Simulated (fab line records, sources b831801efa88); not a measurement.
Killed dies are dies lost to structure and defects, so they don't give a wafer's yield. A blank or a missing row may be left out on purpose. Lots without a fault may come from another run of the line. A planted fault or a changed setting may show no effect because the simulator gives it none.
fab line records | flow sky130
record lots=5 wafers=15 last_day=50
route steps=708 shown VT_ADJUST_LVTN@116 VT_ADJUST_NCORE@119 VT_ADJUST_HVTR@131 VT_ADJUST_PCH@143 SONOS_TUNNEL@154
lots that met no fault: from a run of the same line without faults
start_h: hours from the record's first day to the start of the lot's first wafer shown | wait_h: hours since the lot's step before | " the same as in the row above | L1.1+2: a row that stands for several wafers | - no value, or no start given | * or withheld: withheld | < > ~ a bound
route shown NAME@n: a module of which the file shows steps, and the number in the route of the first | usual: mean/standard deviation of fault-free wafers | same: alike in all rows | chamber/n: place in a boat | sites: the reading at each site | _std_site: their standard deviation | _edge_site: outer sites' mean less inner sites' | radius_mm: how far each site lies from the wafer's centre | mask NAME#n: copy n | behind: the tool/chamber that last shaped the wafer | hold: why the lot was held/for how many hours/how that ended | device: the transistor (n, p or np) that didn't switch | end of line: the same wafers' tests at the end of the route | a step without rows: its recipe alone | killed: dies lost to structure and defects at the first sort, not the wafer's yield | map: a wafer's dies, x killed, . not, _ none there
set.NAME: the setting as run; set.NAME@STEP: as run at that earlier step | model.NAME: the simulator's own value behind a step, which no gauge read
lots at some steps of the route; a table a step, a row a wafer
services: from which hour (start_h, from the record's first day; less than 0 if before it) a tool's chamber was out of use, for how many hours, and why
## steps
# step SKY_VT_ADJUST_LVTN_IMPLANT_19
# recipe species=B energy_kev=30 dose_cm2=6.5e+11 tilt_deg=withheld
# columns lot.wafer tool chamber start_h wait_h
L075.1+2+6 implanter-02 0 168.30 0.0
L079.1+3+4 implanter-01 0 197.21 0.0
L094.3+5+6 implanter-01 0 298.74 0.1
L095.2+3+4 implanter-02 0 308.31 0.0
L097.1+3+6 implanter-02 0 315.21 0.0
# step SKY_VT_ADJUST_LVTN_STRIP_20
# recipe chemistry=O2/N2 power_w=1400 pressure_mtorr=1500 platen_temp_c=withheld o2_flow_sccm=3000 n2_flow_sccm=300 overash_fraction=0.5
# usual drypump_motor_current_A=5.9/0.62 oes_product_au=0.716/0.0053 strip_time_to_endpoint_s=14.20/0.04
# columns lot.wafer tool chamber start_h wait_h drypump_motor_current_A oes_product_au rf_hours_counter_h strip_time_to_endpoint_s
L075.1 plasma_asher-04 0 168.45 0.1 5.1 0.723 51 14.15
L075.2 " 1 " " 6.7 0.721 51 14.17
L075.6 " 0 " " 5.1 0.710 - 14.17
L079.1 plasma_asher-02 0 197.36 0.1 5.8 0.711 36 14.22
L079.3 " 0 " " 5.8 0.724 - 14.24
L079.4 " 1 " " 6.5 0.715 - 14.29
L094.3 plasma_asher-04 1 298.87 0.1 6.7 0.716 - 14.22
L094.5 " 0 " " 5.1 0.715 - 14.24
L094.6 " 1 " " 6.7 0.723 - 14.25
L095.2 plasma_asher-04 1 308.44 0.1 6.7 0.710 65 14.21
L095.3 " 1 " " 6.7 0.729 - 14.22
L095.4 " 0 " " 5.2 0.722 - 14.22
L097.1 plasma_asher-02 1 315.36 0.1 6.5 0.723 48 14.19
L097.3 " 1 " " 6.5 0.711 - 14.17
L097.6 " 0 " " 5.8 0.707 - 14.20
# step SKY_VT_ADJUST_LVTN_TW_MEAS_21
# usual VT_ADJUST_LVTN_2_TW=189.2/1.8
# columns lot.wafer tool chamber start_h wait_h VT_ADJUST_LVTN_2_TW
L075.1 film_metro-04 - 168.55 0.1 190.4
L075.2 " - " " 190.4
L075.6 " - " " 189.7
L079.1 film_metro-02 - 197.46 0.1 189.4
L079.3 " - " " 190.7
L079.4 " - " " 189.9
L094.3 film_metro-02 - 298.96 0.1 188.9
L094.5 " - " " 190.7
L094.6 " - " " 190.1
L095.2 film_metro-03 - 308.55 0.1 187.0
L095.3 " - " " 187.5
L095.4 " - " " 187.4
L097.1 film_metro-02 - 315.46 0.1 189.7
L097.3 " - " " 190.3
L097.6 " - " " 189.9
# step SKY_VT_ADJUST_NCORE_DEHYDRATE_00
# recipe temp_c=200 time_s=60
# same time_s=60
# columns lot.wafer tool chamber start_h wait_h
L075.1+2+6 litho_track-03 0 178.87 10.3
L079.1+3+4 litho_track-04 0 207.93 10.5
L094.3+5+6 litho_track-04 0 310.03 11.1
L095.2+3+4 litho_track-01 0 320.37 11.8
L097.1+3+6 litho_track-01 0 328.30 12.8
# step SKY_VT_ADJUST_NCORE_HMDS_01
# recipe prime_time_s=60 prime_temp_c=120
# columns lot.wafer tool chamber start_h wait_h
L075.1+2+6 litho_track-03 0 179.02 0.1
L079.1+3+4 litho_track-04 0 208.08 0.1
L094.3+5+6 litho_track-04 0 310.18 0.1
L095.2+3+4 litho_track-01 0 320.52 0.1
L097.1+3+6 litho_track-01 0 328.45 0.1
# step SKY_VT_ADJUST_NCORE_COAT_02
# recipe resist=NOVOLAK spin_rpm=3000 resist_thk_nm=1140
# columns lot.wafer tool chamber start_h wait_h
L075.1+2+6 litho_track-03 0 179.17 0.1
L079.1+3+4 litho_track-04 0 208.23 0.1
L094.3+5+6 litho_track-04 0 310.33 0.1
L095.2+3+4 litho_track-01 0 320.67 0.1
L097.1+3+6 litho_track-01 0 328.60 0.1
# step SKY_VT_ADJUST_NCORE_SOFTBAKE_03
# recipe temp_c=90 time_s=60 resist=NOVOLAK
# same time_s=60
# columns lot.wafer tool chamber start_h wait_h
L075.1+2+6 litho_track-03 0 179.32 0.1
L079.1+3+4 litho_track-04 0 208.38 0.1
L094.3+5+6 litho_track-04 0 310.48 0.1
L095.2+3+4 litho_track-01 0 320.82 0.1
L097.1+3+6 litho_track-01 0 328.75 0.1
# step SKY_VT_ADJUST_NCORE_EXPOSE_04
# recipe mask_id=LVTN_COMPLEMENT_THIN na=0.6 source_shape=conventional sigma_outer=0.6 polarization=unpolarized target_cd_nm=380 dose_mj=139
# usual stage_vel_mm_s=499.94/0.25
# columns lot.wafer tool chamber start_h wait_h mask stage_vel_mm_s
L075.1 iline_stepper-01 0 - - LVTN_COMPLEMENT_THIN#0 500.24
L075.2 " 0 " " LVTN_COMPLEMENT_THIN#0 500.22
L075.6 " 0 " " LVTN_COMPLEMENT_THIN#0 499.73
L079.1 iline_stepper-02 0 - - LVTN_COMPLEMENT_THIN#0 500.20
L079.3 " 0 " " LVTN_COMPLEMENT_THIN#0 500.55
L079.4 " 0 " " LVTN_COMPLEMENT_THIN#0 500.37
L094.3 iline_stepper-02 0 - - LVTN_COMPLEMENT_THIN#0 499.80
L094.5 " 0 " " LVTN_COMPLEMENT_THIN#0 500.08
L094.6 " 0 " " LVTN_COMPLEMENT_THIN#0 500.19
L095.2 iline_stepper-01 0 - - LVTN_COMPLEMENT_THIN#0 500.10
L095.3 " 0 " " LVTN_COMPLEMENT_THIN#0 499.59
L095.4 " 0 " " LVTN_COMPLEMENT_THIN#0 499.76
L097.1 iline_stepper-01 0 - - LVTN_COMPLEMENT_THIN#0 499.93
L097.3 " 0 " " LVTN_COMPLEMENT_THIN#0 500.04
L097.6 " 0 " " LVTN_COMPLEMENT_THIN#0 500.23
# step SKY_VT_ADJUST_NCORE_PEB_05
# recipe temp_c=withheld time_s=* resist=NOVOLAK
# same time_s=*
# columns lot.wafer tool chamber start_h wait_h
L075.1+2+6 litho_track-03 0 - -
L079.1+3+4 litho_track-01 0 - -
L094.3+5+6 litho_track-04 0 - -
L095.2+3+4 litho_track-04 0 - -
L097.1+3+6 litho_track-04 0 - -
# step SKY_VT_ADJUST_NCORE_DEVELOP_06
# recipe resist=NOVOLAK developer=TMAH develop_time_s=60 dev_temp_c=23
# columns lot.wafer tool chamber start_h wait_h
L075.1+2+6 litho_track-03 0 189.57 0.1
L079.1+3+4 litho_track-01 0 219.75 0.1
L094.3+5+6 litho_track-04 0 322.73 0.1
L095.2+3+4 litho_track-04 0 333.86 0.1
L097.1+3+6 litho_track-04 0 341.53 0.1
# step SKY_VT_ADJUST_NCORE_CD_MEAS_07
# recipe target_cd_nm=380
# usual cd_nm=379.7/2
# columns lot.wafer tool chamber start_h wait_h cd_nm
L075.1 cd_sem-02 - 189.72 0.1 381.5
L075.2 " - " " 379.5
L075.6 " - " " 380.3
L079.1 cd_sem-01 - 219.90 0.1 382.0
L079.3 " - " " 383.3
L079.4 " - " " 380.7
L094.3 cd_sem-02 - 322.87 0.1 379.6
L094.5 " - " " 380.4
L094.6 " - " " 380.3
L095.2 cd_sem-02 - 334.00 0.1 378.9
L095.3 " - " " 381.0
L095.4 " - " " 379.1
L097.1 cd_sem-02 - 341.68 0.1 379.9
L097.3 " - " " 380.8
L097.6 " - " " 382.3
# step SKY_VT_ADJUST_NCORE_OVL_MEAS_08
# usual VT_ADJUST_NCORE_OVL=0.4/1.4
# columns lot.wafer tool chamber start_h wait_h VT_ADJUST_NCORE_OVL[nm]
L075.1 overlay-01 - 189.84 0.1 0.9
L075.2 " - " " 1.3
L075.6 " - " " 3.1
L079.1 overlay-01 - 220.02 0.1 0.8
L079.3 " - " " 0.2
L079.4 " - " " -0.4
L094.3 overlay-01 - 322.97 0.1 0.0
L094.5 " - " " 0.0
L094.6 " - " " 0.7
L095.2 overlay-01 - 334.11 0.1 0.0
L095.3 " - " " 1.2
L095.4 " - " " 2.6
L097.1 overlay-01 - 341.80 0.1 2.6
L097.3 " - " " -0.7
L097.6 " - " " 2.2
# step SKY_VT_ADJUST_NCORE_IMPLANT_09
# recipe species=B energy_kev=10 dose_cm2=2.4e+12 tilt_deg=withheld
# columns lot.wafer tool chamber start_h wait_h
L075.1+2+6 implanter-03 0 189.88 0.0
L079.1+3+4 implanter-04 0 220.06 0.0
L094.3+5+6 implanter-03 0 323.04 0.1
L095.2+3+4 implanter-01 0 334.16 0.0
L097.1+3+6 implanter-04 0 341.84 0.0
# step SKY_VT_ADJUST_NCORE_STRIP_10
# recipe chemistry=O2/N2 power_w=1400 pressure_mtorr=1500 platen_temp_c=withheld o2_flow_sccm=3000 n2_flow_sccm=300 overash_fraction=0.5
# usual drypump_motor_current_A=5.6/0.64 oes_product_au=0.715/0.0047 strip_time_to_endpoint_s=14.18/0.04
# columns lot.wafer tool chamber start_h wait_h drypump_motor_current_A oes_product_au rf_hours_counter_h strip_time_to_endpoint_s
L075.1 plasma_asher-01 1 190.03 0.1 5.2 0.726 51 14.19
L075.2 " 0 " " 4.8 0.712 51 14.17
L075.6 " 1 " " 5.2 0.715 - 14.18
L079.1 plasma_asher-01 1 220.21 0.1 5.2 0.715 54 14.18
L079.3 " 1 " " 5.2 0.717 - 14.18
L079.4 " 0 " " 4.8 0.713 - 14.18
L094.3 plasma_asher-03 0 323.17 0.1 6.2 0.707 - 14.15
L094.5 " 0 " " 6.2 0.713 - 14.16
L094.6 " 1 " " 5.3 0.711 - 14.16
L095.2 plasma_asher-01 0 334.29 0.1 4.8 0.718 64 14.23
L095.3 " 1 " " 5.2 0.715 - 14.22
L095.4 " 0 " " 4.9 0.721 - 14.21
L097.1 plasma_asher-04 0 341.99 0.1 5.2 0.715 69 14.25
L097.3 " 0 " " 5.2 0.716 - 14.24
L097.6 " 1 " " 6.7 0.721 - 14.21
# step SKY_VT_ADJUST_NCORE_TW_MEAS_11
# usual VT_ADJUST_NCORE_TW=221.5/1.4
# columns lot.wafer tool chamber start_h wait_h VT_ADJUST_NCORE_TW
L075.1 film_metro-01 - 190.13 0.1 220.0
L075.2 " - " " 220.3
L075.6 " - " " 220.1
L079.1 film_metro-04 - 220.31 0.1 221.9
L079.3 " - " " 221.2
L079.4 " - " " 222.3
L094.3 film_metro-04 - 323.26 0.1 221.9
L094.5 " - " " 222.0
L094.6 " - " " 220.0
L095.2 film_metro-02 - 334.40 0.1 222.4
L095.3 " - " " 220.5
L095.4 " - " " 221.4
L097.1 film_metro-04 - 342.09 0.1 221.9
L097.3 " - " " 222.5
L097.6 " - " " 221.8
# step SKY_VT_ADJUST_HVTR_DEHYDRATE_00
# recipe temp_c=200 time_s=60
# same time_s=60
# columns lot.wafer tool chamber start_h wait_h
L075.1+2+6 litho_track-01 0 201.25 11.1
L079.1+3+4 litho_track-04 0 230.48 10.2
L094.3+5+6 litho_track-02 0 335.61 12.3
L095.2+3+4 litho_track-04 0 347.16 12.7
L097.1+3+6 litho_track-04 0 356.13 14.0
# step SKY_VT_ADJUST_HVTR_HMDS_01
# recipe prime_time_s=60 prime_temp_c=120
# columns lot.wafer tool chamber start_h wait_h
L075.1+2+6 litho_track-01 0 201.40 0.1
L079.1+3+4 litho_track-04 0 230.63 0.1
L094.3+5+6 litho_track-02 0 335.76 0.1
L095.2+3+4 litho_track-04 0 347.31 0.1
L097.1+3+6 litho_track-04 0 356.28 0.1
# step SKY_VT_ADJUST_HVTR_COAT_02
# recipe resist=NOVOLAK spin_rpm=3000 resist_thk_nm=1140
# columns lot.wafer tool chamber start_h wait_h
L075.1+2+6 litho_track-01 0 201.55 0.1
L079.1+3+4 litho_track-04 0 230.78 0.1
L094.3+5+6 litho_track-02 0 335.91 0.1
L095.2+3+4 litho_track-04 0 347.46 0.1
L097.1+3+6 litho_track-04 0 356.43 0.1
# step SKY_VT_ADJUST_HVTR_SOFTBAKE_03
# recipe temp_c=90 time_s=60 resist=NOVOLAK
# same time_s=60
# columns lot.wafer tool chamber start_h wait_h
L075.1+2+6 litho_track-01 0 201.70 0.1
L079.1+3+4 litho_track-04 0 230.93 0.1
L094.3+5+6 litho_track-02 0 336.06 0.1
L095.2+3+4 litho_track-04 0 347.61 0.1
L097.1+3+6 litho_track-04 0 356.58 0.1
# step SKY_VT_ADJUST_HVTR_EXPOSE_04
# recipe mask_id=HVTRM target_cd_nm=380 na=0.6 source_shape=conventional sigma_outer=0.6 dose_mj=150
# usual stage_vel_mm_s=500.04/0.22
# columns lot.wafer tool chamber start_h wait_h mask stage_vel_mm_s
L075.1 iline_stepper-01 0 - - HVTRM#0 500.29
L075.2 " 0 " " HVTRM#0 500.10
L075.6 " 0 " " HVTRM#0 500.37
L079.1 iline_stepper-02 0 - - HVTRM#0 499.98
L079.3 " 0 " " HVTRM#0 500.19
L079.4 " 0 " " HVTRM#0 500.02
L094.3 iline_stepper-02 0 - - HVTRM#0 499.74
L094.5 " 0 " " HVTRM#0 500.06
L094.6 " 0 " " HVTRM#0 500.13
L095.2 iline_stepper-02 0 - - HVTRM#0 500.09
L095.3 " 0 " " HVTRM#0 499.86
L095.4 " 0 " " HVTRM#0 500.07
L097.1 iline_stepper-02 0 - - HVTRM#0 500.21
L097.3 " 0 " " HVTRM#0 500.06
L097.6 " 0 " " HVTRM#0 499.95
# step SKY_VT_ADJUST_HVTR_PEB_05
# recipe temp_c=withheld time_s=* resist=NOVOLAK
# same time_s=*
# columns lot.wafer tool chamber start_h wait_h
L075.1+2+6 litho_track-02 0 - -
L079.1+3+4 litho_track-02 0 - -
L094.3+5+6 litho_track-02 0 - -
L095.2+3+4 litho_track-04 0 - -
L097.1+3+6 litho_track-02 0 - -
# step SKY_VT_ADJUST_HVTR_DEVELOP_06
# recipe develop_time_s=60 dev_temp_c=23
# columns lot.wafer tool chamber start_h wait_h
L075.1+2+6 litho_track-02 0 212.26 0.1
L079.1+3+4 litho_track-02 0 242.81 0.1
L094.3+5+6 litho_track-02 0 349.21 0.1
L095.2+3+4 litho_track-04 0 360.66 0.1
L097.1+3+6 litho_track-02 0 370.31 0.1
# step SKY_VT_ADJUST_HVTR_CD_MEAS_07
# recipe target_cd_nm=380
# usual cd_nm=380.4/2.7
# columns lot.wafer tool chamber start_h wait_h cd_nm
L075.1 cd_sem-01 - 212.41 0.1 381.1
L075.2 " - " " 380.3
L075.6 " - " " 377.5
L079.1 cd_sem-02 - 242.96 0.1 377.2
L079.3 " - " " 378.7
L079.4 " - " " 379.7
L094.3 cd_sem-01 - 349.35 0.1 384.5
L094.5 " - " " 381.5
L094.6 " - " " 383.1
L095.2 cd_sem-02 - 360.80 0.1 384.6
L095.3 " - " " 386.7
L095.4 " - " " 386.3
L097.1 cd_sem-01 - 370.46 0.1 380.2
L097.3 " - " " 379.2
L097.6 " - " " 380.2
# step SKY_VT_ADJUST_HVTR_OVL_MEAS_08
# usual VT_ADJUST_HVTR_OVL=-0.2/1.5
# columns lot.wafer tool chamber start_h wait_h VT_ADJUST_HVTR_OVL[nm]
L075.1 overlay-02 - 212.53 0.1 1.2
L075.2 " - " " -0.8
L075.6 " - " " -0.4
L079.1 overlay-01 - 243.08 0.1 -0.2
L079.3 " - " " -0.5
L079.4 " - " " 0.0
L094.3 overlay-02 - 349.44 0.1 0.0
L094.5 " - " " -0.3
L094.6 " - " " -0.3
L095.2 overlay-01 - 360.91 0.1 1.0
L095.3 " - " " 0.6
L095.4 " - " " 0.1
L097.1 overlay-02 - 370.58 0.1 -2.2
L097.3 " - " " -0.4
L097.6 " - " " -0.4
# step SKY_VT_ADJUST_HVTR_IMPLANT_09
# recipe species=B energy_kev=10 dose_cm2=2.1e+12 tilt_deg=withheld
# columns lot.wafer tool chamber start_h wait_h
L075.1+2+6 implanter-02 0 212.57 0.0
L079.1+3+4 implanter-04 0 243.12 0.0
L094.3+5+6 implanter-03 0 349.52 0.1
L095.2+3+4 implanter-04 0 360.96 0.0
L097.1+3+6 implanter-03 0 370.62 0.0
# step SKY_VT_ADJUST_HVTR_STRIP_10
# recipe chemistry=O2/N2 power_w=1400 pressure_mtorr=1500 platen_temp_c=withheld o2_flow_sccm=3000 n2_flow_sccm=300 overash_fraction=0.5
# usual drypump_motor_current_A=5.6/0.56 oes_product_au=0.715/0.0046 strip_time_to_endpoint_s=14.20/0.041
# columns lot.wafer tool chamber start_h wait_h drypump_motor_current_A oes_product_au rf_hours_counter_h strip_time_to_endpoint_s
L075.1 plasma_asher-01 0 212.72 0.1 4.8 0.718 53 14.22
L075.2 " 1 " " 5.2 0.718 53 14.24
L075.6 " 1 " " 5.2 0.719 - 14.21
L079.1 plasma_asher-03 0 243.27 0.1 6.2 0.724 11 14.24
L079.3 " 1 " " 5.3 0.714 - 14.16
L079.4 " 0 " " 6.2 0.712 - 14.24
L094.3 plasma_asher-01 1 349.65 0.1 5.2 0.711 - 14.17
L094.5 " 0 " " 4.9 0.719 - 14.20
L094.6 " 1 " " 5.2 0.720 - 14.20
L095.2 plasma_asher-03 1 361.09 0.1 5.3 0.718 22 14.26
L095.3 " 0 " " 6.2 0.710 - 14.24
L095.4 " 1 " " 5.3 0.724 - 14.24
L097.1 plasma_asher-02 0 370.77 0.1 5.8 0.715 54 14.15
L097.3 " 0 " " 5.8 0.713 - 14.15
L097.6 " 0 " " 5.8 0.717 - 14.15
# step SKY_VT_ADJUST_HVTR_TW_MEAS_11
# usual VT_ADJUST_HVTR_TW=211.1/2.5
# columns lot.wafer tool chamber start_h wait_h VT_ADJUST_HVTR_TW
L075.1 film_metro-04 - 212.82 0.1 213.3
L075.2 " - " " 211.7
L075.6 " - " " 213.6
L079.1 film_metro-03 - 243.37 0.1 207.7
L079.3 " - " " 208.5
L079.4 " - " " 209.7
L094.3 film_metro-03 - 349.74 0.1 209.1
L094.5 " - " " 208.8
L094.6 " - " " 207.8
L095.2 film_metro-04 - 361.20 0.1 213.8
L095.3 " - " " 214.2
L095.4 " - " " 213.3
L097.1 film_metro-04 - 370.87 0.1 212.6
L097.3 " - " " 213.0
L097.6 " - " " 214.0
# step SKY_VT_ADJUST_PCH_DEHYDRATE_00
# recipe temp_c=200 time_s=60
# same time_s=60
# columns lot.wafer tool chamber start_h wait_h
L075.1+2+6 litho_track-03 0 223.97 11.1
L079.1+3+4 litho_track-02 0 254.41 11.0
L094.3+5+6 litho_track-02 0 362.36 12.6
L095.2+3+4 litho_track-03 0 374.64 13.4
L097.1+3+6 litho_track-03 0 385.22 14.3
# step SKY_VT_ADJUST_PCH_HMDS_01
# recipe prime_time_s=60 prime_temp_c=120
# columns lot.wafer tool chamber start_h wait_h
L075.1+2+6 litho_track-03 0 224.12 0.1
L079.1+3+4 litho_track-02 0 254.56 0.1
L094.3+5+6 litho_track-02 0 362.51 0.1
L095.2+3+4 litho_track-03 0 374.79 0.1
L097.1+3+6 litho_track-03 0 385.37 0.1
# step SKY_VT_ADJUST_PCH_COAT_02
# recipe spin_rpm=2000 resist_thk_nm=3000
# columns lot.wafer tool chamber start_h wait_h
L075.1+2+6 litho_track-03 0 224.27 0.1
L079.1+3+4 litho_track-02 0 254.71 0.1
L094.3+5+6 litho_track-02 0 362.66 0.1
L095.2+3+4 litho_track-03 0 374.94 0.1
L097.1+3+6 litho_track-03 0 385.52 0.1
# step SKY_VT_ADJUST_PCH_SOFTBAKE_03
# recipe temp_c=110 time_s=withheld
# columns lot.wafer tool chamber start_h wait_h
L075.1+2+6 litho_track-03 0 224.42 0.1
L079.1+3+4 litho_track-02 0 254.86 0.1
L094.3+5+6 litho_track-02 0 362.83 0.1
L095.2+3+4 litho_track-03 0 375.10 0.1
L097.1+3+6 litho_track-03 0 385.67 0.1
# step SKY_VT_ADJUST_PCH_EXPOSE_04
# recipe mask_id=NWM na=0.6 source_shape=conventional sigma_outer=0.6 polarization=unpolarized target_cd_nm=840 dose_mj=255
# usual stage_vel_mm_s=500.03/0.23
# columns lot.wafer tool chamber start_h wait_h mask stage_vel_mm_s
L075.1 iline_stepper-02 0 - - NWM#0 500.10
L075.2 " 0 " " NWM#0 500.36
L075.6 " 0 " " NWM#0 500.36
L079.1 iline_stepper-01 0 - - NWM#0 499.86
L079.3 " 0 " " NWM#0 500.41
L079.4 " 0 " " NWM#0 500.20
L094.3 iline_stepper-01 0 - - NWM#0 500.28
L094.5 " 0 " " NWM#0 499.93
L094.6 " 0 " " NWM#0 500.24
L095.2 iline_stepper-01 0 - - NWM#0 499.99
L095.3 " 0 " " NWM#0 499.84
L095.4 " 0 " " NWM#0 500.53
L097.1 iline_stepper-01 0 - - NWM#0 499.96
L097.3 " 0 " " NWM#0 500.15
L097.6 " 0 " " NWM#0 500.16
# step SKY_VT_ADJUST_PCH_PEB_05
# recipe temp_c=115 time_s=withheld
# columns lot.wafer tool chamber start_h wait_h
L075.1+2+6 litho_track-02 0 - -
L079.1+3+4 litho_track-03 0 - -
L094.3+5+6 litho_track-04 0 - -
L095.2+3+4 litho_track-03 0 - -
L097.1+3+6 litho_track-02 0 - -
# step SKY_VT_ADJUST_PCH_DEVELOP_06
# recipe wall_angle_deg=90 developer=TMAH develop_time_s=60 dev_temp_c=23
# columns lot.wafer tool chamber start_h wait_h
L075.1+2+6 litho_track-02 0 - -
L079.1+3+4 litho_track-03 0 - -
L094.3+5+6 litho_track-04 0 - -
L095.2+3+4 litho_track-03 0 - -
L097.1+3+6 litho_track-02 0 - -
# step SKY_VT_ADJUST_PCH_OVL_MEAS_07
# usual VT_ADJUST_PCH_OVL=-0.2/1.6
# columns lot.wafer tool chamber start_h wait_h VT_ADJUST_PCH_OVL[nm]
L075.1 overlay-01 - 236.36 - 1.9
L075.2 " - " " -0.3
L075.6 " - " " 0.0
L079.1 overlay-02 - 266.82 - -1.4
L079.3 " - " " 1.3
L079.4 " - " " -0.8
L094.3 overlay-02 - 376.90 - -2.3
L094.5 " - " " -3.6
L094.6 " - " " -3.5
L095.2 overlay-02 - 389.37 - 1.1
L095.3 " - " " -0.5
L095.4 " - " " 1.2
L097.1 overlay-02 - 400.01 - 1.1
L097.3 " - " " -1.7
L097.6 " - " " 1.7
# step SKY_VT_ADJUST_PCH_IMPLANT_08
# recipe species=B energy_kev=10 dose_cm2=5e+11 tilt_deg=withheld
# columns lot.wafer tool chamber start_h wait_h
L075.1+2+6 implanter-04 0 236.40 0.0
L079.1+3+4 implanter-04 0 266.86 0.0
L094.3+5+6 implanter-01 0 376.97 0.1
L095.2+3+4 implanter-01 0 389.43 0.0
L097.1+3+6 implanter-02 0 400.05 0.0
# step SKY_VT_ADJUST_PCH_STRIP_09
# recipe chemistry=O2/N2 power_w=1400 pressure_mtorr=1500 platen_temp_c=withheld o2_flow_sccm=3000 n2_flow_sccm=300 overash_fraction=0.5
# usual drypump_motor_current_A=5.8/0.67 oes_product_au=0.723/0.0044 strip_time_to_endpoint_s=36.94/0.1
# columns lot.wafer tool chamber start_h wait_h drypump_motor_current_A oes_product_au rf_hours_counter_h strip_time_to_endpoint_s
L075.1 plasma_asher-01 1 236.55 0.1 5.2 0.731 55 36.75
L075.2 " 0 " " 4.9 0.718 55 36.88
L075.6 " 1 " " 5.2 0.725 - 36.82
L079.1 plasma_asher-01 0 267.01 0.1 4.9 0.723 58 36.92
L079.3 " 0 " " 4.9 0.728 - 36.97
L079.4 " 1 " " 5.2 0.720 - 36.89
L094.3 plasma_asher-04 1 377.10 0.1 6.7 0.724 - 36.88
L094.5 " 1 " " 6.7 0.719 - 36.66
L094.6 " 0 " " 5.1 0.725 - 36.88
L095.2 plasma_asher-02 1 389.55 0.1 6.5 0.715 55 36.89
L095.3 " 0 " " 5.8 0.718 - 36.92
L095.4 " 1 " " 6.4 0.718 - 36.95
L097.1 plasma_asher-02 1 400.20 0.1 6.5 0.716 57 37.16
L097.3 " 1 " " 6.5 0.729 - 36.98
L097.6 " 0 " " 5.8 0.729 - 37.04
# step SKY_VT_ADJUST_PCH_TW_MEAS_10
# usual VT_ADJUST_PCH_TW=142.3/1.2
# columns lot.wafer tool chamber start_h wait_h VT_ADJUST_PCH_TW
L075.1 film_metro-03 - 236.65 0.1 142.0
L075.2 " - " " 142.5
L075.6 " - " " 142.1
L079.1 film_metro-03 - 267.11 0.1 141.3
L079.3 " - " " 141.4
L079.4 " - " " 141.8
L094.3 film_metro-02 - 377.19 0.1 142.7
L094.5 " - " " 141.9
L094.6 " - " " 143.4
L095.2 film_metro-01 - 389.66 0.1 142.3
L095.3 " - " " 142.1
L095.4 " - " " 141.1
L097.1 film_metro-01 - 400.30 0.1 142.8
L097.3 " - " " 141.3
L097.6 " - " " 141.1
# step SKY_SONOS_TUNNEL_DEHYDRATE_00
# recipe temp_c=200 time_s=60
# same time_s=60
# columns lot.wafer tool chamber start_h wait_h
L075.1+2+6 litho_track-03 0 248.17 11.5
L079.1+3+4 litho_track-01 0 278.15 11.0
L094.3+5+6 litho_track-02 0 390.66 13.5
L095.2+3+4 litho_track-02 0 403.33 13.7
L097.1+3+6 litho_track-03 0 415.22 14.9
# step SKY_SONOS_TUNNEL_HMDS_01
# recipe prime_time_s=60 prime_temp_c=120
# columns lot.wafer tool chamber start_h wait_h
L075.1+2+6 litho_track-03 0 248.32 0.1
L079.1+3+4 litho_track-01 0 278.30 0.1
L094.3+5+6 litho_track-02 0 390.81 0.1
L095.2+3+4 litho_track-02 0 403.48 0.1
L097.1+3+6 litho_track-03 0 415.37 0.1
# step SKY_SONOS_TUNNEL_COAT_02
# recipe resist=NOVOLAK spin_rpm=3000 resist_thk_nm=1140
# columns lot.wafer tool chamber start_h wait_h
L075.1+2+6 litho_track-03 0 248.47 0.1
L079.1+3+4 litho_track-01 0 278.45 0.1
L094.3+5+6 litho_track-02 0 390.96 0.1
L095.2+3+4 litho_track-02 0 403.63 0.1
L097.1+3+6 litho_track-03 0 415.52 0.1
# step SKY_SONOS_TUNNEL_SOFTBAKE_03
# recipe temp_c=90 time_s=60 resist=NOVOLAK
# same time_s=60
# columns lot.wafer tool chamber start_h wait_h
L075.1+2+6 litho_track-03 0 248.62 0.1
L079.1+3+4 litho_track-01 0 278.60 0.1
L094.3+5+6 litho_track-02 0 391.11 0.1
L095.2+3+4 litho_track-02 0 403.78 0.1
L097.1+3+6 litho_track-03 0 415.67 0.1
# step SKY_SONOS_TUNNEL_EXPOSE_04
# recipe mask_id=TUNM na=0.6 source_shape=conventional sigma_outer=0.6 polarization=unpolarized target_cd_nm=410 dose_mj=136
# usual stage_vel_mm_s=499.95/0.25
# columns lot.wafer tool chamber start_h wait_h mask stage_vel_mm_s
L075.1 iline_stepper-02 0 - - TUNM#0 499.90
L075.2 " 0 " " TUNM#0 499.92
L075.6 " 0 " " TUNM#0 500.04
L079.1 iline_stepper-02 0 - - TUNM#0 500.06
L079.3 " 0 " " TUNM#0 500.39
L079.4 " 0 " " TUNM#0 500.14
L094.3 iline_stepper-02 0 - - TUNM#0 499.95
L094.5 " 0 " " TUNM#0 499.29
L094.6 " 0 " " TUNM#0 499.83
L095.2 iline_stepper-01 0 - - TUNM#0 499.89
L095.3 " 0 " " TUNM#0 500.01
L095.4 " 0 " " TUNM#0 500.34
L097.1 iline_stepper-02 0 - - TUNM#0 499.64
L097.3 " 0 " " TUNM#0 499.83
L097.6 " 0 " " TUNM#0 500.24
# step SKY_SONOS_TUNNEL_PEB_05
# recipe temp_c=withheld time_s=* resist=NOVOLAK
# same time_s=*
# columns lot.wafer tool chamber start_h wait_h
L075.1+2+6 litho_track-03 0 - -
L079.1+3+4 litho_track-02 0 - -
L094.3+5+6 litho_track-01 0 - -
L095.2+3+4 litho_track-01 0 - -
L097.1+3+6 litho_track-01 0 - -
# step SKY_SONOS_TUNNEL_DEVELOP_06
# recipe resist=NOVOLAK developer=TMAH develop_time_s=60 dev_temp_c=23
# columns lot.wafer tool chamber start_h wait_h
L075.1+2+6 litho_track-03 0 259.87 0.1
L079.1+3+4 litho_track-02 0 290.81 0.1
L094.3+5+6 litho_track-01 0 405.95 0.1
L095.2+3+4 litho_track-01 0 418.77 0.1
L097.1+3+6 litho_track-01 0 430.65 0.1
## services
# columns tool chamber start_h hours kind
implanter-02 - 147.38 6.5 repair
plasma_asher-01 - 148.70 0.9 repair
iline_stepper-02 - 160.63 1.7 pm
implanter-04 - 161.57 3.1 repair
iline_stepper-02 - 172.99 20.2 repair
implanter-04 - 174.49 4.9 pm
plasma_asher-02 - 180.28 14.6 pm
implanter-01 - 185.93 3.4 pm
iline_stepper-02 - 201.32 4.4 pm
plasma_asher-01 - 203.24 1.8 repair
implanter-04 - 227.38 4.7 repair
implanter-01 - 231.44 3.1 pm
implanter-02 - 264.07 4.1 repair
implanter-01 - 265.55 3.8 repair
iline_stepper-01 - 273.85 28.9 pm
implanter-02 - 282.01 3.9 pm
implanter-04 - 282.59 2.7 repair
iline_stepper-02 - 311.02 0.5 repair
iline_stepper-01 - 317.72 1.7 pm
plasma_asher-02 - 327.43 1.8 repair
plasma_asher-01 - 336.43 4.2 repair
iline_stepper-02 - 401.54 2.1 pm
implanter-04 - 422.33 18.5 pm
plasma_asher-01 - 425.82 0.6 repair
## key
fault none
